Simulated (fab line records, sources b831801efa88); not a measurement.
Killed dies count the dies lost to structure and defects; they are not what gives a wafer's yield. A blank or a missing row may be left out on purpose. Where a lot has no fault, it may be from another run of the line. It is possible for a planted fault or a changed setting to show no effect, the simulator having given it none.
Comparing a struck lot with a sound one | flow sky130 | 45 out of 708 route steps
Sound: these wafers, L149.1, L149.2, L149.3. Struck: wafer L169.6. (L169.5 of the same lot was not struck and is left out.) The cause comes at the end.
Each step with rows lists, per side, the tool, then ch with its chambers, then its first start. Under that, the readings that differ: sound wafers | struck wafers | difference of the means | sigmas: that difference in standard deviations of wafers without a fault.
alike: same words and numbers on both sides, and readings whose means sit less than 2 such deviations apart. not compared: any withheld reading, any reading some wafer has no value for, any bound like >300 that may hide the same value, and any number with overlapping values for which the record gives no deviation.
The two part at a step that has a row with sigmas, a row that says differs or no value, or rows on one side only. Non-overlapping numbers with no deviation appear without sigmas and do not part them. A reading that every wafer of one side lacks parts them only if that side has two wafers or more.

first, 1 step without rows for these wafers: SKY_LDD_HVP_IMPLANT_08.
SKY_LDD_HVP_STRIP_09: strips in O2/N2.
  sound on plasma asher-02 ch 0,1, day 21 20:23; struck on plasma asher-03 ch 0, day 28 17:19
  alike: drypump motor current A, oes product au, strip time to endpoint s
  not compared: rf hours counter h
SKY_LDD_HVP_TW_MEAS_10:
  struck on film metro-01, day 28 17:23; sound on film metro-01, day 21 20:29
  alike: LDD_HVP_TW
then, 7 steps without rows for these wafers: SKY_LDD_LDN_DEHYDRATE_00 (time 60 s); SKY_LDD_LDN_HMDS_01 (prime time 60 s); SKY_LDD_LDN_COAT_02 (resist thk 1140 nm); SKY_LDD_LDN_SOFTBAKE_03 (time 60 s); SKY_LDD_LDN_EXPOSE_04 (exposes mask LDNTM, target cd 700 nm); SKY_LDD_LDN_PEB_05; SKY_LDD_LDN_DEVELOP_06 (develop time 60 s).
SKY_LDD_LDN_OVL_MEAS_07:
  struck on overlay-01, day 29 20:59; sound on overlay-01, day 23 02:38
  alike: LDD_LDN_OVL
following that, these wafers have no rows for 1 step: SKY_LDD_LDN_IMPLANT_08.
SKY_LDD_LDN_IMPLANT_09:
  sound on implanter-02 ch 0, day 23 02:50; struck on implanter-02 ch 0, day 29 21:14
then, 3 steps without rows for these wafers: SKY_LDD_LDN_IMPLANT_10; SKY_LDD_LDN_IMPLANT_11; SKY_LDD_LDN_STRIP_12 (strips in O2/N2).
SKY_LDD_LDN_TW_MEAS_13:
  struck on film metro-01, day 29 21:44; sound on film metro-04, day 23 03:23
  alike: LDD_LDN_TW
then, 2 steps without rows for these wafers: SKY_LDD_LDN_CLEAN_14 (cleans in SC1/SC2, time 150 s); SKY_SPACER_CVD_00 (deposits Si3N4 from DCS/NH3, target thk 43.1 nm, time 740 s).
SKY_SPACER_THK_MEAS_01:
  struck on film metro-04, day 29 23:41; sound on film metro-02, day 23 04:41
  alike: SPACER_CVD_00_THK
SKY_SPACER_ETCHBACK_02: etches Si3N4 in CH3F/O2, stops on SiO2, time 46.7 s, target depth 45 nm.
  sound on rie diel-02 ch 0,1,2, day 23 04:45; struck on rie diel-02 ch 3, day 29 23:44
  alike: bias w, drypump motor current A, oes product au, throttle valve pct
  not compared: rf hours counter h
then, 8 steps without rows for these wafers: SKY_POLY_CUT_DEHYDRATE_00 (time 60 s); SKY_POLY_CUT_HMDS_01 (prime time 60 s); SKY_POLY_CUT_COAT_02 (resist thk 60 nm); SKY_POLY_CUT_COAT_03 (resist thk 450 nm); SKY_POLY_CUT_SOFTBAKE_04 (time 90 s); SKY_POLY_CUT_EXPOSE_05 (exposes mask NPCM, target cd 270 nm); SKY_POLY_CUT_PEB_06; SKY_POLY_CUT_DEVELOP_07 (develop time 60 s).
SKY_POLY_CUT_CD_MEAS_08: the cd target is 270 nm.
  struck on cd sem-01, day 31 03:44; sound on cd sem-02, day 24 09:49
  alike: cd nm
SKY_POLY_CUT_OVL_MEAS_09:
  struck on overlay-01, day 31 03:48; sound on overlay-01, day 24 09:56
  reading           | sound  | struck | difference | sigmas
  POLY_CUT_OVL (nm) | 9 0 -2 | 17     | +15        | +3
SKY_POLY_CUT_ETCH_10: etches BARC in N2/H2, stops on SiO2, time 45.9 s, target depth 60 nm.
  sound on rie diel-02 ch 1,2,3, day 24 09:58; struck on rie diel-04 ch 0, day 31 03:50
  alike: bias w, drypump motor current A, oes product au, throttle valve pct
  not compared: rf hours counter h
SKY_POLY_CUT_ETCH_11: etches Si3N4 in CF4/CH2F2/Ar, stops on poly-Si, time 42.5 s, target depth 60 nm.
  sound on rie diel-02 ch 1,2,3, day 24 10:01; struck on rie diel-04 ch 0, day 31 03:53
  reading               | sound             | struck | difference | sigmas
  oes product au (a.u.) | 0.816 0.824 0.827 | 0.836  | +0.014     | +2
  alike: bias w, drypump motor current A, throttle valve pct
  not compared: rf hours counter h
SKY_POLY_CUT_STRIP_12: strips in O2/N2.
  sound on plasma asher-02 ch 0,1, day 24 10:03; struck on plasma asher-02 ch 1, day 31 03:58
  alike: drypump motor current A, oes product au, strip time to endpoint s
  not compared: rf hours counter h
then, 7 steps without rows for these wafers: SKY_SD_P_DEHYDRATE_00 (time 60 s); SKY_SD_P_HMDS_01 (prime time 60 s); SKY_SD_P_COAT_02 (resist thk 1140 nm); SKY_SD_P_SOFTBAKE_03 (time 60 s); SKY_SD_P_EXPOSE_04 (exposes mask PSDM, target cd 380 nm); SKY_SD_P_PEB_05; SKY_SD_P_DEVELOP_06 (develop time 60 s).
SKY_SD_P_CD_MEAS_07: the cd target is 380 nm.
  struck on cd sem-02, day 32 07:04; sound on cd sem-02, day 25 15:13
  alike: cd nm
-- here the record skips 2 days between the struck wafers' starts before and after, leaving off in module SD_P and picking up in module SD_N (first step shown: number 349 of the route) --
SKY_SD_N_CD_MEAS_07: the cd target is 380 nm.
  struck on cd sem-02, day 34 13:16; sound on cd sem-02, day 28 01:40
  alike: cd nm
  not compared: hold
SKY_SD_N_OVL_MEAS_08:
  struck on overlay-01, day 34 15:41; sound on overlay-02, day 28 01:47
  reading | sound | struck                   | difference                   | sigmas
  hold    | - - - | await dispo/2.4h/release | no value on the sound wafers |
  alike: SD_N_OVL
-- here the record skips 16 days between the struck wafers' starts before and after, leaving off in module SD_N and picking up in module PAD_OPEN (first step shown: number 708 of the route) --
SKY_PAD_OPEN_PROBE_99:
  struck on prober-01, day 50 09:37; sound on prober-01, day 45 20:16
  reading | sound | struck                   | difference                   | sigmas
  hold    | - - - | await dispo/2.3h/release | no value on the sound wafers |
  alike: killed_at_M0_to_M3, killed_at_M4_up, killed at contacts, killed at front end, killed at other, killed dies, killed on rim, killed open, killed short

## WHERE THEY PART
At SKY_POLY_CUT_OVL_MEAS_09 first; at SKY_PAD_OPEN_PROBE_99 last (within this record only).

WHY: the cause the simulator had injected
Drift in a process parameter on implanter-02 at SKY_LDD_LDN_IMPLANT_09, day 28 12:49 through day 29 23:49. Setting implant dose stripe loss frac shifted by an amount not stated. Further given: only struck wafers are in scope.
